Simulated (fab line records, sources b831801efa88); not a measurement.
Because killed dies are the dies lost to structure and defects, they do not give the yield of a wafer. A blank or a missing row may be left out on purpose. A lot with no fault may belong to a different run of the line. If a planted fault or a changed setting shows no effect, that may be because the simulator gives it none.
What tool caused it? | flow sky130 | 10 lots with 30 wafers sampled at 5 steps, on a route of 708 steps

## WHAT EACH GAUGE READ, for each wafer
SKY_VT_ADJUST_LVTN_TW_MEAS_10. Usual: for VT_ADJUST_LVTN_TW the level is 239.0 and the standard deviation is 2.9.
lot  | measured    | on            | VT_ADJUST_LVTN_TW | flag
L408 | day 6 20:11 | film metro-03 | 241.4 242.4 239.7 |
L409 | day 7 06:13 | film metro-02 | 234.0 236.1 236.0 |
L410 | day 7 07:46 | film metro-02 | 234.9 235.3 235.9 |
L411 | day 7 17:22 | film metro-02 | 234.8 235.3 236.1 |
L412 | day 7 23:20 | film metro-03 | 243.3 244.4 242.6 |
L413 | day 8 06:40 | film metro-02 | 237.5 237.8 237.7 |
L414 | day 8 10:28 | film metro-03 | 472.6 471.3 474.5 | OFF
L415 | day 8 19:24 | film metro-02 | 462.6 462.6 462.3 | OFF
L416 | day 9 04:50 | film metro-04 | 462.6 460.6 465.1 | OFF
L417 | day 9 10:37 | film metro-04 | 463.9 464.8 460.9 | OFF

SKY_VT_ADJUST_NCORE_TW_MEAS_11. Usual: for VT_ADJUST_NCORE_TW the level is 219.0 and the standard deviation is 1.8.
lot  | measured     | on            | VT_ADJUST_NCORE_TW | flag
L408 | day 8 13:18  | film metro-01 | 220.1 219.0 219.5  |
L409 | day 8 22:06  | film metro-03 | 219.7 219.7 220.1  |
L410 | day 9 00:39  | film metro-01 | 218.6 219.8 219.1  |
L411 | day 9 11:04  | film metro-04 | 215.9 217.3 215.8  |
L412 | day 9 17:34  | film metro-03 | 220.4 221.7 220.8  |
L413 | day 10 01:07 | film metro-04 | 216.4 216.9 216.9  |
L414 | day 10 06:04 | film metro-04 | 216.7 215.8 215.4  |
L415 | day 10 15:42 | film metro-01 | 218.3 216.9 217.8  |
L416 | day 11 01:13 | film metro-04 | 218.2 217.7 218.0  |
L417 | day 11 08:13 | film metro-04 | 219.1 216.9 218.1  |

SKY_SD_P_CD_MEAS_07: the cd target is 380 nm. Usual: 379.5 nm for cd nm, sd 2.1.
lot  | measured     | on        | cd nm (nm)        | flag
L408 | day 25 07:47 | cd sem-01 | 378.5 379.0 379.0 |
L409 | day 25 13:26 | cd sem-02 | 377.5 375.0 380.3 |
L410 | day 25 22:17 | cd sem-01 | 379.3 377.7 380.1 |
L411 | day 26 09:25 | cd sem-01 | 380.6 376.0 380.3 |
L412 | day 26 18:36 | cd sem-01 | 381.8 381.4 380.5 |
L413 | day 27 06:28 | cd sem-02 | 376.0 375.6 374.5 |
L414 | day 27 07:29 | cd sem-01 | 378.1 380.7 380.3 |
L415 | day 28 00:58 | cd sem-02 | 376.2 376.8 376.5 |
L416 | day 28 14:43 | cd sem-01 | 377.3 376.0 377.0 |
L417 | day 28 19:56 | cd sem-01 | 379.3 379.6 382.6 |

SKY_SD_P_OVL_MEAS_08. Usual: for SD_P_OVL the level is 0.5 nm and the standard deviation is 1.5.
lot  | measured     | on         | SD_P_OVL (nm) | flag
L408 | day 25 07:55 | overlay-02 | 0.5 1.0 0.7   |
L409 | day 25 13:33 | overlay-02 | 1.0 0.7 2.0   |
L410 | day 25 22:25 | overlay-02 | 2.7 0.9 0.5   |
L411 | day 26 09:31 | overlay-02 | -1.2 0.3 0.0  |
L412 | day 26 18:41 | overlay-01 | 2.8 2.9 2.4   |
L413 | day 27 06:34 | overlay-01 | 0.0 -1.9 -1.4 |
L414 | day 27 07:36 | overlay-01 | -0.1 0.5 0.7  |
L415 | day 28 01:05 | overlay-02 | 3.1 2.1 1.5   |
L416 | day 28 14:49 | overlay-02 | 0.6 0.9 1.3   |
L417 | day 28 20:03 | overlay-01 | 0.4 0.2 0.8   |

## WHAT TOOL EACH LOT RAN ON (gives the tool, then ch and the chambers of the sampled wafers, and finally the start)
lot  | SKY_VT_ADJUST_LVTN_IMPLANT_08
L408 | implanter-01 ch 0, day 6 19:56
L409 | implanter-04 ch 0, day 7 05:59
L410 | implanter-01 ch 0, day 7 07:31
L411 | implanter-04 ch 0, day 7 17:08
L412 | implanter-02 ch 0, day 7 23:07
L413 | implanter-04 ch 0, day 8 06:25
L414 | implanter-02 ch 0, day 8 10:13
L415 | implanter-02 ch 0, day 8 19:09
L416 | implanter-04 ch 0, day 9 04:36
L417 | implanter-02 ch 0, day 9 10:22
- SKY_VT_ADJUST_LVTN_IMPLANT_08

## WHAT THE TOOLS THEMSELVES READ (means of the sampled wafers that have a number; where no wafer has one, the mark that the record gives instead)
SKY_VT_ADJUST_LVTN_IMPLANT_08. Usual: beam energy keV 30.000, standard deviation 0.0095; beam on s 9.97 s, standard deviation 0.2.
lot  | tool         | beam energy keV | beam on s (s) | flag
L408 | implanter-01 | 30.002          | 9.83          |
L409 | implanter-04 | 29.998          | 9.93          |
L410 | implanter-01 | 29.982          | 9.80          |
L411 | implanter-04 | 29.999          | 9.79          |
L412 | implanter-02 | 30.004          | 10.18         |
L413 | implanter-04 | 30.005          | 9.99          |
L414 | implanter-02 | 30.003          | 9.88          |
L415 | implanter-02 | 30.002          | 10.16         |
L416 | implanter-04 | 30.004          | 9.96          |
L417 | implanter-02 | 29.996          | 10.12         |

## THE ANSWER, worked out from the rows above alone
Rule: a lot is off if the mean of its wafers that have a number lies more than 3 standard deviations from the usual mean. Also off: a lot with no number at a reading for which 4 or more lots have one. All remaining lots with rows at the step are treated as sound. The gauges are gone through in route order, then the tools' own readings, and for those a lot's mean is taken as printed above. At the first step where some lot is off, the reading lying furthest off is the one used; lots without a number count as furthest.
Off: at SKY_VT_ADJUST_LVTN_TW_MEAS_10 (VT_ADJUST_LVTN_TW), L414, L415, L416, L417.
A tool fits if, at a process step before that reading, it ran every lot that is off, and no sound lot after the first of them. Those tools and the gauges at SKY_VT_ADJUST_LVTN_TW_MEAS_10 are tried in the same way. Not one of the candidates tried fits.

## WHAT HAD BEEN PUT IN BY THE SIMULATOR
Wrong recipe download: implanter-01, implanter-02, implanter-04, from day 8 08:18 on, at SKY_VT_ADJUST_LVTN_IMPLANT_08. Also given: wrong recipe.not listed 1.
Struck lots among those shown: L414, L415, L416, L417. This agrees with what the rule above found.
